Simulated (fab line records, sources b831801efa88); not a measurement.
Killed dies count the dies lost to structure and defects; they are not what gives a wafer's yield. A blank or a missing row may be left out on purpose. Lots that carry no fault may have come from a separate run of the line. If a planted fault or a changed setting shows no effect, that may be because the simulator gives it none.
fab line records + flow gf180mcu
record
- lots=6
- wafers=18
- lastDay=34
route steps=602 shown M3@417 V3@429
lots untouched by any fault: they come from a run of this same line in which no faults occurred
startH: hours from the record's opening day to when the first of the lot's shown wafers began + waitH: how many hours have passed since the lot's step before this one + " unchanged from the row above + L1.1+2: several wafers, shown together as one row + - either no value or no given start + * or withheld: withheld + < > ~ a bound
route shown NAME@n: names a module that has steps shown in the file, with the first one's number in the route + usual: average and standard deviation across the fault-free wafers + same: alike in all rows + chamber/n: place in a boat + sites: the reading at each site + _std_site: their standard deviation + _edge_site: the outer-site mean with the inner-site mean subtracted + radiusMm: for every site, how far away it sits from the centre of the wafer + mask NAME#n: copy n + behind: the last tool/chamber to shape the wafer + hold: why the lot was held/for how many hours/how that ended + device: names the non-switching transistor (n, p or np) + end of line: at the end of the route, the tests of the same wafers + a step without rows: its recipe alone + killed: count of dies lost to structure and defects at first sort (not the wafer's yield) + map: dies across one wafer; x = killed, . = not, _ = none there
set.NAME: the setting that was run; set.NAME@STEP: the one run at that earlier step + model.NAME: the simulator's own value behind a step, which no gauge read
a table for each step, a row for each wafer; lots at some steps of the route
services: the hour from which a tool's chamber was out of use, counted from the record's first day as startH (under 0 if before that day), plus the number of hours and why
## steps
# step GF_M3_HMDS_08
# recipe
- primeTimeS=60
- primeTempC=120
# step GF_M3_COAT_09
# recipe
- resist=KrF
- spinRpm=withheld
- resistThkNm=1000
# step GF_M3_SOFTBAKE_10
# recipe
- tempC=130
- timeS=60
- resist=KrF
# step GF_M3_EXPOSE_11
# recipe
- maskId=Metal3
- targetCdNm=280
- na=0.68
- sourceShape=conventional
- sigmaOuter=0.6
- doseMj=28
# step GF_M3_PEB_12
# recipe
- pebTempC=135
- pebTimeS=90
- resist=KrF
# step GF_M3_DEVELOP_13
# recipe
- developTimeS=60
- devTempC=21
# step GF_M3_CD_MEAS_14
# recipe
- targetCdNm=280
# usual
- cdNm=280.3/0.97
| lot.wafer | tool     | chamber | startH | waitH | cdNm  |
|-----------|----------|---------|--------|-------|-------|
| L316.1    | cdSem-02 | -       | 500.96 | 0.1   | 280.3 |
| L316.5    | "        | -       | "      | "     | 280.3 |
| L316.6    | "        | -       | "      | "     | 280.8 |
| L325.2    | cdSem-01 | -       | 582.47 | 0.1   | 281.7 |
| L325.3    | "        | -       | "      | "     | 280.9 |
| L325.5    | "        | -       | "      | "     | 279.8 |
| L326.1    | cdSem-01 | -       | 585.30 | 0.1   | 280.2 |
| L326.2    | "        | -       | "      | "     | 279.8 |
| L326.4    | "        | -       | "      | "     | 279.6 |
| L327.1    | cdSem-02 | -       | 590.18 | 0.1   | 280.0 |
| L327.2    | "        | -       | "      | "     | 280.2 |
| L327.3    | "        | -       | "      | "     | 282.1 |
| L336.1    | cdSem-01 | -       | 658.61 | 0.1   | 279.3 |
| L336.3    | "        | -       | "      | "     | 277.9 |
| L336.6    | "        | -       | "      | "     | 278.5 |
| L338.3    | cdSem-02 | -       | 671.99 | 0.1   | 280.1 |
| L338.4    | "        | -       | "      | "     | 279.9 |
| L338.6    | "        | -       | "      | "     | 279.8 |
# step GF_M3_OVL_MEAS_15
# usual
- M3_OVL=4/6.4
| lot.wafer | tool       | chamber | startH | waitH | M3_OVL[nm] |
|-----------|------------|---------|--------|-------|------------|
| L316.1    | overlay-02 | -       | 501.08 | 0.1   | 3          |
| L316.5    | "          | -       | "      | "     | 10         |
| L316.6    | "          | -       | "      | "     | 3          |
| L325.2    | overlay-01 | -       | 582.58 | 0.1   | 7          |
| L325.3    | "          | -       | "      | "     | 2          |
| L325.5    | "          | -       | "      | "     | 6          |
| L326.1    | overlay-02 | -       | 585.42 | 0.1   | 0          |
| L326.2    | "          | -       | "      | "     | -8         |
| L326.4    | "          | -       | "      | "     | -5         |
| L327.1    | overlay-02 | -       | 590.30 | 0.1   | -4         |
| L327.2    | "          | -       | "      | "     | 6          |
| L327.3    | "          | -       | "      | "     | -10        |
| L336.1    | overlay-01 | -       | 658.73 | 0.1   | 1          |
| L336.3    | "          | -       | "      | "     | 5          |
| L336.6    | "          | -       | "      | "     | 6          |
| L338.3    | overlay-01 | -       | 672.09 | 0.1   | 13         |
| L338.4    | "          | -       | "      | "     | 1          |
| L338.6    | "          | -       | "      | "     | 4          |
# step GF_M3_METAL_ETCH_16
# recipe
- chemistry=Cl2/BCl3
- maskMaterial=KrF
- targetDepthNm=750.8
- stopOn=SiO2
- pressureMtorr=8
- icpW=800
- biasW=138.4
- Cl2_flow_sccm=80
- bcl3FlowSccm=40
- timeS=125.1
# usual
- drypumpMotorCurrentA=5.9/0.4
- oesProductAu=0.990/0.0069
- rfFwdPowerW=795.6/2.6
- throttleValvePct=28.230/0.011
| lot.wafer | tool        | chamber | startH | waitH | drypumpMotorCurrentA | oesProductAu | rfFwdPowerW | rfHoursCounterH | throttleValvePct |
|-----------|-------------|---------|--------|-------|----------------------|--------------|-------------|-----------------|------------------|
| L316.1    | rieMetal-03 | 1       | 501.11 | 0.0   | 5.4                  | 0.981        | 798.5       | 8               | 28.228           |
| L316.5    | "           | 0       | "      | "     | 5.7                  | 1.001        | 796.6       | -               | 28.225           |
| L316.6    | "           | 1       | "      | "     | 5.4                  | 0.981        | 793.3       | -               | 28.247           |
| L325.2    | rieMetal-03 | 0       | 582.61 | 0.0   | 5.7                  | 1.003        | 793.9       | 6               | 28.223           |
| L325.3    | "           | 0       | "      | "     | 5.7                  | 0.987        | 794.0       | -               | 28.234           |
| L325.5    | "           | 0       | "      | "     | 5.7                  | 0.982        | 796.7       | -               | 28.234           |
| L326.1    | rieMetal-02 | 0       | 585.46 | 0.0   | 6.2                  | 0.996        | 798.9       | 5               | 28.207           |
| L326.2    | "           | 1       | "      | "     | 6.6                  | 0.993        | 796.1       | 12              | 28.216           |
| L326.4    | "           | 0       | "      | "     | 6.2                  | 0.992        | 797.7       | -               | 28.226           |
| L327.1    | rieMetal-03 | 1       | 590.34 | 0.0   | 5.4                  | 0.988        | 792.3       | 11              | 28.253           |
| L327.2    | "           | 0       | "      | "     | 5.7                  | 0.990        | 793.7       | 6               | 28.223           |
| L327.3    | "           | 1       | "      | "     | 5.4                  | 0.989        | 795.6       | -               | 28.236           |
| L336.1    | rieMetal-02 | 0       | 658.76 | 0.0   | 6.2                  | 0.992        | 798.4       | 8               | 28.228           |
| L336.3    | "           | 1       | "      | "     | 6.6                  | 0.988        | 796.4       | -               | 28.214           |
| L336.6    | "           | 0       | "      | "     | 6.2                  | 0.989        | 796.6       | -               | 28.228           |
| L338.3    | rieMetal-02 | 1       | 672.15 | 0.1   | 6.6                  | 0.982        | 798.0       | -               | 28.217           |
| L338.4    | "           | 0       | "      | "     | 6.2                  | 0.992        | 799.4       | -               | 28.245           |
| L338.6    | "           | 1       | "      | "     | 6.6                  | 0.994        | 798.8       | -               | 28.192           |
# step GF_M3_STRIP_17
# recipe
- chemistry=O2/N2
- powerW=1400
- pressureMtorr=1500
- platenTempC=250
- o2FlowSccm=3000
- n2FlowSccm=300
- overashFraction=0.5
# usual
- drypumpMotorCurrentA=5.63/0.24
- heaterPowerW=325/32
- oesProductAu=0.537/0.0051
- stripTimeToEndpointS=7.39/0.055
| lot.wafer | tool           | chamber | startH | waitH | drypumpMotorCurrentA | heaterPowerW | oesProductAu | rfHoursCounterH | stripTimeToEndpointS |
|-----------|----------------|---------|--------|-------|----------------------|--------------|--------------|-----------------|----------------------|
| L316.1    | plasmaAsher-01 | 0       | 501.24 | 0.1   | 5.63                 | 301          | 0.537        | 84              | 7.42                 |
| L316.5    | "              | 1       | "      | "     | 5.51                 | 368          | 0.533        | -               | 7.39                 |
| L316.6    | "              | 0       | "      | "     | 5.63                 | 298          | 0.536        | -               | 7.43                 |
| L325.2    | plasmaAsher-04 | 1       | 582.74 | 0.1   | 5.26                 | 289          | 0.539        | 19              | 7.37                 |
| L325.3    | "              | 0       | "      | "     | 5.68                 | 311          | 0.537        | -               | 7.36                 |
| L325.5    | "              | 0       | "      | "     | 5.68                 | 306          | 0.534        | -               | 7.32                 |
| L326.1    | plasmaAsher-04 | 1       | 585.59 | 0.1   | 5.28                 | 291          | 0.531        | 20              | 7.35                 |
| L326.2    | "              | 0       | "      | "     | 5.69                 | 318          | 0.531        | 20              | 7.34                 |
| L326.4    | "              | 1       | "      | "     | 5.28                 | 289          | 0.537        | -               | 7.35                 |
| L327.1    | plasmaAsher-01 | 1       | 590.47 | 0.1   | 5.54                 | 364          | 0.542        | 88              | 7.48                 |
| L327.2    | "              | 0       | "      | "     | 5.63                 | 303          | 0.532        | 88              | 7.37                 |
| L327.3    | "              | 0       | "      | "     | 5.64                 | 293          | 0.545        | -               | 7.45                 |
| L336.1    | plasmaAsher-01 | 1       | 658.89 | 0.1   | 5.49                 | 378          | 0.539        | 96              | 7.38                 |
| L336.3    | "              | 0       | "      | "     | 5.64                 | 300          | 0.533        | -               | 7.36                 |
| L336.6    | "              | 0       | "      | "     | 5.62                 | 301          | 0.539        | -               | 7.37                 |
| L338.3    | plasmaAsher-01 | 0       | 672.27 | 0.1   | 5.64                 | 296          | 0.529        | -               | 7.27                 |
| L338.4    | "              | 1       | "      | "     | 5.52                 | 374          | 0.539        | -               | 7.36                 |
| L338.6    | "              | 0       | "      | "     | 5.64                 | 295          | 0.537        | -               | 7.28                 |
# step GF_M3_STRIP_18
# recipe
- chemistry=postEtchResidueRemover
- timeS=1200
- tempC=72.5
# step GF_M3_CLEAN_19
# recipe
- chemistry=DIW
- dry=n2Spin
# step GF_V3_CVD_00
# recipe
- material=SiO2
- targetThkNm=600
- sigmaOpenFrac=0.3
- tempC=400
- timeS=100
- sih4FlowSccm=60
- pressureMtorr=6
# usual
- sih4FlowSccm=60.03/0.15
| lot.wafer | tool      | chamber | startH | waitH | sih4FlowSccm | model.SiO2_of_V3_CVD_00.thkNm |
|-----------|-----------|---------|--------|-------|--------------|-------------------------------|
| L316.1    | hdpcvd-02 | 2       | 501.78 | 0.0   | 60.19        | 595.7                         |
| L316.5    | "         | 2       | "      | "     | 59.86        | 597.5                         |
| L316.6    | "         | 0       | "      | "     | 60.04        | 601.1                         |
| L325.2    | hdpcvd-01 | 1       | 583.30 | 0.0   | 60.31        | 606                           |
| L325.3    | "         | 2       | "      | "     | 60.26        | 599.6                         |
| L325.5    | "         | 1       | "      | "     | 60.21        | 609.1                         |
| L326.1    | hdpcvd-02 | 0       | 586.12 | 0.0   | 50.94        | 507.1                         |
| L326.2    | "         | 1       | "      | "     | 50.85        | 508.8                         |
| L326.4    | "         | 0       | "      | "     | 50.97        | 518.4                         |
| L327.1    | hdpcvd-02 | 2       | 591.01 | 0.0   | 51.00        | 509.4                         |
| L327.2    | "         | 1       | "      | "     | 51.22        | 506.1                         |
| L327.3    | "         | 0       | "      | "     | 50.86        | 512.1                         |
| L336.1    | hdpcvd-02 | 1       | 659.42 | 0.0   | 60.10        | 594.9                         |
| L336.3    | "         | 2       | "      | "     | 60.24        | 597.1                         |
| L336.6    | "         | 1       | "      | "     | 59.92        | 594.8                         |
| L338.3    | hdpcvd-02 | 1       | 672.78 | 0.0   | 60.09        | 598.6                         |
| L338.4    | "         | 1       | "      | "     | 59.83        | 600.6                         |
| L338.6    | "         | 2       | "      | "     | 60.13        | 603                           |
# step GF_V3_THK_MEAS_01
# recipe
- reads=SiO2_of_V3_CVD_00
# usual
- V3_CVD_00_THK=599/5.1
| lot.wafer | tool         | chamber | startH | waitH | V3_CVD_00_THK[nm] |
|-----------|--------------|---------|--------|-------|-------------------|
| L316.1    | filmMetro-02 | -       | 501.86 | 0.0   | 595               |
| L316.5    | "            | -       | "      | "     | 598               |
| L316.6    | "            | -       | "      | "     | 601               |
| L325.2    | filmMetro-04 | -       | 583.42 | 0.1   | 606               |
| L325.3    | "            | -       | "      | "     | 600               |
| L325.5    | "            | -       | "      | "     | 609               |
| L326.1    | filmMetro-04 | -       | 586.19 | 0.0   | 507               |
| L326.2    | "            | -       | "      | "     | 509               |
| L326.4    | "            | -       | "      | "     | 518               |
| L327.1    | filmMetro-02 | -       | 591.08 | 0.0   | 510               |
| L327.2    | "            | -       | "      | "     | 506               |
| L327.3    | "            | -       | "      | "     | 513               |
| L336.1    | filmMetro-01 | -       | 659.50 | 0.0   | 595               |
| L336.3    | "            | -       | "      | "     | 597               |
| L336.6    | "            | -       | "      | "     | 595               |
| L338.3    | filmMetro-01 | -       | 672.87 | 0.1   | 599               |
| L338.4    | "            | -       | "      | "     | 601               |
| L338.6    | "            | -       | "      | "     | 603               |
# step GF_V3_CVD_02
# recipe
- material=SiO2
- targetThkNm=850
- precursor=TEOS
- tempC=400
- timeS=94.851
- rfW=600
# usual
- heaterPowerOuterW=410/83
- heaterPowerW=678/130
- rfFwdPowerW=596.2/2.1
| lot.wafer | tool     | chamber | startH | waitH | heaterPowerOuterW | heaterPowerW | rfFwdPowerW |
|-----------|----------|---------|--------|-------|-------------------|--------------|-------------|
| L316.1    | pecvd-04 | 2       | 501.92 | 0.1   | 399               | 608          | 598.2       |
| L316.5    | "        | 2       | "      | "     | 303               | 485          | 599.1       |
| L316.6    | "        | 1       | "      | "     | 446               | 717          | 596.2       |
| L325.2    | pecvd-04 | 0       | 583.47 | 0.0   | 264               | 487          | 598.2       |
| L325.3    | "        | 2       | "      | "     | 401               | 597          | 598.9       |
| L325.5    | "        | 0       | "      | "     | 294               | 516          | 597.8       |
| L326.1    | pecvd-03 | 1       | 586.25 | 0.1   | 422               | 791          | 596.8       |
| L326.2    | "        | 2       | "      | "     | 470               | 713          | 595.9       |
| L326.4    | "        | 2       | "      | "     | 492               | 740          | 593.9       |
| L327.1    | pecvd-03 | 2       | 591.14 | 0.1   | 471               | 715          | 597.7       |
| L327.2    | "        | 1       | "      | "     | 528               | 908          | 592.4       |
| L327.3    | "        | 0       | "      | "     | 388               | 650          | 593.5       |
| L336.1    | pecvd-03 | 0       | 659.56 | 0.1   | 407               | 681          | 594.9       |
| L336.3    | "        | 1       | "      | "     | 525               | 926          | 593.3       |
| L336.6    | "        | 2       | "      | "     | 469               | 733          | 596.4       |
| L338.3    | pecvd-01 | 2       | 672.91 | 0.0   | 364               | 639          | 596.6       |
| L338.4    | "        | 0       | "      | "     | 396               | 672          | 595.4       |
| L338.6    | "        | 2       | "      | "     | 274               | 513          | 595.2       |
## services
| tool           | chamber | startH | hours | kind   |
|----------------|---------|--------|-------|--------|
| hdpcvd-02      | -       | 484.21 | 2.8   | pm     |
| pecvd-04       | -       | 486.88 | 2.8   | pm     |
| hdpcvd-02      | 1       | 488.00 | 5.3   | repair |
| plasmaAsher-01 | -       | 490.66 | 10.5  | repair |
| pecvd-03       | 0       | 499.24 | 6.5   | repair |
| plasmaAsher-01 | -       | 502.12 | 52.9  | pm     |
| rieMetal-02    | 0       | 515.99 | 6.3   | repair |
| pecvd-01       | -       | 524.84 | 6.0   | pm     |
| hdpcvd-02      | -       | 533.88 | 0.4   | repair |
| pecvd-04       | 2       | 536.74 | 3.7   | repair |
| hdpcvd-01      | -       | 539.25 | 15.0  | pm     |
| pecvd-01       | -       | 543.29 | 2.8   | pm     |
| hdpcvd-01      | 0       | 583.10 | 1.8   | repair |
| pecvd-04       | -       | 591.12 | 14.0  | pm     |
| plasmaAsher-01 | -       | 606.62 | 0.3   | repair |
| plasmaAsher-04 | -       | 611.71 | 14.6  | pm     |
| rieMetal-02    | -       | 617.74 | 0.5   | repair |
| plasmaAsher-01 | -       | 623.15 | 2.6   | repair |
| hdpcvd-01      | -       | 627.19 | 2.8   | pm     |
| pecvd-04       | -       | 629.65 | 5.5   | pm     |
| plasmaAsher-04 | -       | 636.18 | 4.3   | repair |
| hdpcvd-01      | 2       | 655.96 | 4.0   | repair |
| rieMetal-03    | 1       | 667.12 | 23.7  | repair |
| pecvd-03       | -       | 672.15 | 2.8   | pm     |
## key
firstSign
- step=GF_V3_CVD_00
- reading=sih4FlowSccm
- direction=down
- sigmas=59
- usual=60.03
- struck=50.98
effect
- step=GF_V3_THK_MEAS_01
- reading=V3_CVD_00_THK
- direction=down
- sigmas=17
- usual=599
- struck=510
modelEffect
- step=GF_V3_CVD_00
- value=SiO2_of_V3_CVD_00.thkNm
- without=600.3
- struck=510.3
metAt GF_V3_CVD_00
struckWafers L326.1,L326.2,L326.4,L327.1,L327.2,L327.3
onsetBetween 501.78 586.12
fault
- kind=processParameterDrift
- tool=hdpcvd-02
- chamber=-
- onsetH=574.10
- steps=GF_V3_CVD_00
- channel=sih4FlowSccm
- offset=-9
- shape=step
- endH=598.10
- actsIn=theseRecipesOnly
- stated=60
